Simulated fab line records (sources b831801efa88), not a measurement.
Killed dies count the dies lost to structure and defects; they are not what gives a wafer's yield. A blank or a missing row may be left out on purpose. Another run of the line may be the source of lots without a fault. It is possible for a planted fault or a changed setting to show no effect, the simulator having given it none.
Which of the tools did it?	flow gf180mcu	36 wafers from 12 lots sampled at 5 of the route's 602 steps

== WHAT THE GAUGES SHOWED, per wafer ==
GF_CONTACT_THK_MEAS_03. Usual: CONTACT_CVD_02_THK 856 nm, standard deviation 11.
lot	measured	on	CONTACT_CVD_02_THK (nm)	flag
L577	day 15 02:51	film_metro-04	864 864 861	
L578	day 15 13:41	film_metro-04	851 861 872	
L579	day 15 19:11	film_metro-01	843 869 851	
L580	day 16 06:10	film_metro-04	854 874 870	
L581	day 16 13:08	film_metro-04	853 861 869	
L582	day 16 23:13	film_metro-01	851 851 861	
L586	day 18 05:28	film_metro-04	858 854 869	
L587	day 18 21:53	film_metro-04	851 866 872	
L590	day 19 22:23	film_metro-01	837 862 856	
L592	day 20 17:26	film_metro-02	829 847 849	
L594	day 21 08:01	film_metro-01	831 850 857	
L598	day 22 12:37	film_metro-01	856 869 856	

GF_M1_CD_MEAS_14: target cd 230 nm. Usual: cd_nm at 229.7 nm, with a standard deviation of 0.96.
lot	measured	on	cd_nm (nm)	flag
L577	day 17 00:52	cd_sem-02	231.1 230.5 230.8	
L578	day 17 12:46	cd_sem-01	229.3 230.6 229.7	
L579	day 17 18:23	cd_sem-01	229.9 230.1 228.6	
L580	day 18 05:11	cd_sem-01	229.1 229.7 228.6	
L581	day 18 12:57	cd_sem-02	228.8 228.9 229.3	
L582	day 18 23:10	cd_sem-02	229.3 229.1 231.2	
L586	day 20 07:22	cd_sem-02	189.3 213.3 227.7	OFF
L587	day 21 00:31	cd_sem-02	203.8 194.0 220.3	OFF
L590	day 22 00:28	cd_sem-01	231.6 230.7 231.0	
L592	day 22 18:11	cd_sem-02	229.3 229.4 229.3	
L594	day 23 08:49	cd_sem-01	228.1 229.3 229.9	
L598	day 24 10:55	cd_sem-02	229.6 227.9 229.3	

GF_M1_OVL_MEAS_15. Usual: M1_OVL -3 nm, standard deviation 5.
lot	measured	on	M1_OVL (nm)	flag
L577	day 17 00:58	overlay-01	0 -5 -3	
L578	day 17 12:53	overlay-02	5 -5 1	
L579	day 17 18:29	overlay-01	-4 -1 -4	
L580	day 18 05:18	overlay-01	-9 -4 1	
L581	day 18 13:02	overlay-01	-4 0 -4	
L582	day 18 23:17	overlay-02	0 -2 2	
L586	day 20 07:29	overlay-01	-2 -12 -2	
L587	day 21 00:36	overlay-01	-8 -3 1	
L590	day 22 00:35	overlay-01	3 1 6	
L592	day 22 18:16	overlay-02	-6 4 -6	
L594	day 23 08:56	overlay-02	-12 -5 -5	
L598	day 24 11:02	overlay-02	-13 5 -8	

== TOOL THAT RAN EACH LOT (tool first, then ch and the chambers of the sampled wafers, then the start) ==
lot	GF_CONTACT_ETCH_17	GF_M1_EXPOSE_11
L577	rie_diel-04 ch 0,1,2, day 16 13:46 or earlier	krf_scanner-02 ch 0, day 16 13:46
L578	rie_diel-04 ch 0,1,2, day 17 01:35 or earlier	krf_scanner-01 ch 0, day 17 01:35
L579	rie_diel-03 ch 2,3, day 17 06:50 or earlier	krf_scanner-01 ch 0, day 17 06:50
L580	rie_diel-02 ch 0,1, day 17 18:00 or earlier	krf_scanner-02 ch 0, day 17 18:00
L581	rie_diel-03 ch 1,2, day 18 01:11 or earlier	krf_scanner-01 ch 0, day 18 01:11
L582	rie_diel-02 ch 1,2, day 18 11:21 or earlier	krf_scanner-02 ch 0, day 18 11:21
L586	rie_diel-02 ch 0,1,2, day 19 19:57 or earlier	krf_scanner-02 ch 0, day 19 19:57
L587	rie_diel-03 ch 1,2, day 20 12:42 or earlier	krf_scanner-02 ch 0, day 20 12:42
L590	rie_diel-02 ch 2,3, day 21 12:38 or earlier	krf_scanner-01 ch 0, day 21 12:38
L592	rie_diel-02 ch 2,3, day 22 07:04 or earlier	krf_scanner-01 ch 0, day 22 07:04
L594	rie_diel-02 ch 0,2, day 22 21:30 or earlier	krf_scanner-01 ch 0, day 22 21:30
L598	rie_diel-03 ch 0,3, day 24 01:27 or earlier	krf_scanner-01 ch 0, day 24 01:27
- GF_CONTACT_ETCH_17: etches SiO2 in C4F8/O2/Ar, stops on CoSi2, target depth 860 nm.
- GF_M1_EXPOSE_11: exposes mask Metal1, target cd 230 nm.

== WHAT THE TOOLS THEMSELVES READ (means of the sampled wafers that have a number; where no wafer has one, the mark that the record gives instead) ==
GF_CONTACT_ETCH_17. Usual: chamber_pressure_mTorr 40.00 mTorr, standard deviation 0.038; oes_product_au 0.814 a.u., standard deviation 0.005.
lot	tool	chamber_pressure_mTorr (mTorr)	oes_product_au (a.u.)	flag
L577	rie_diel-04	40.02	0.811	
L578	rie_diel-04	39.99	0.813	
L579	rie_diel-03	39.97	0.817	
L580	rie_diel-02	40.01	0.812	
L581	rie_diel-03	40.04	0.818	
L582	rie_diel-02	39.99	0.819	
L586	rie_diel-02	40.01	0.813	
L587	rie_diel-03	39.97	0.815	
L590	rie_diel-02	40.01	0.814	
L592	rie_diel-02	40.02	0.813	
L594	rie_diel-02	39.99	0.811	
L598	rie_diel-03	40.03	0.815	

GF_M1_EXPOSE_11. Usual: exposure_dose_mJ_cm2 at 28.15, with a standard deviation of 0.15.
lot	tool	exposure_dose_mJ_cm2	flag
L577	krf_scanner-02	28.08	
L578	krf_scanner-01	28.37	
L579	krf_scanner-01	28.36	
L580	krf_scanner-02	28.06	
L581	krf_scanner-01	28.34	
L582	krf_scanner-02	28.04	
L586	krf_scanner-02	26.62	OFF
L587	krf_scanner-02	25.47	OFF
L590	krf_scanner-01	28.31	
L592	krf_scanner-01	28.36	
L594	krf_scanner-01	28.34	
L598	krf_scanner-01	28.34	

== THE ANSWER, worked out from the rows above alone ==
Rule: a lot counts as off when the mean over its wafers that have a number is more than 3 standard deviations away from the usual mean. A lot without any number at a reading at which 4 lots or more have one is off too. All remaining lots with rows at the step are treated as sound. Order of review: gauges by route order, followed by the tools' own readings, for which a lot's mean as printed above is used. At the first step where some lot is off, the reading lying furthest off is the one used; lots without a number count as furthest.
Off, at GF_M1_CD_MEAS_14 on cd_nm: L586, L587.
A tool fits if, at a process step before that reading, it ran every lot that is off, and no sound lot after the first of them. The gauges at GF_M1_CD_MEAS_14 aren't tried: what is off there is off at GF_M1_EXPOSE_11 too, on other tools, and a gauge's error can't cause that. GF_CONTACT_ETCH_17: start missing for some lots; hours and lot order therefore follow GF_M1_EXPOSE_11. One candidate fits, namely krf_scanner-02 at GF_M1_EXPOSE_11. Its last sound lot is L582 (day 18 11:21), its first lot that is off L586 (day 19 19:57): a fault that began between those two fits.
The tool's own readings at GF_M1_EXPOSE_11 bear it out: on the lots that are off they differ by more than 5 times the standard deviation of the sound lots' means. exposure_dose_mJ_cm2 reads 26.05 there against 28.26 on the sound lots.

== WHAT THE SIMULATOR PUT IN ==
Process parameter drift: krf_scanner-02, from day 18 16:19 on, at GF_M1_EXPOSE_11. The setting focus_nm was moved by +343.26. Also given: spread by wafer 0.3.
Struck lots among those shown: L586, L587. Same finding as the rule above.
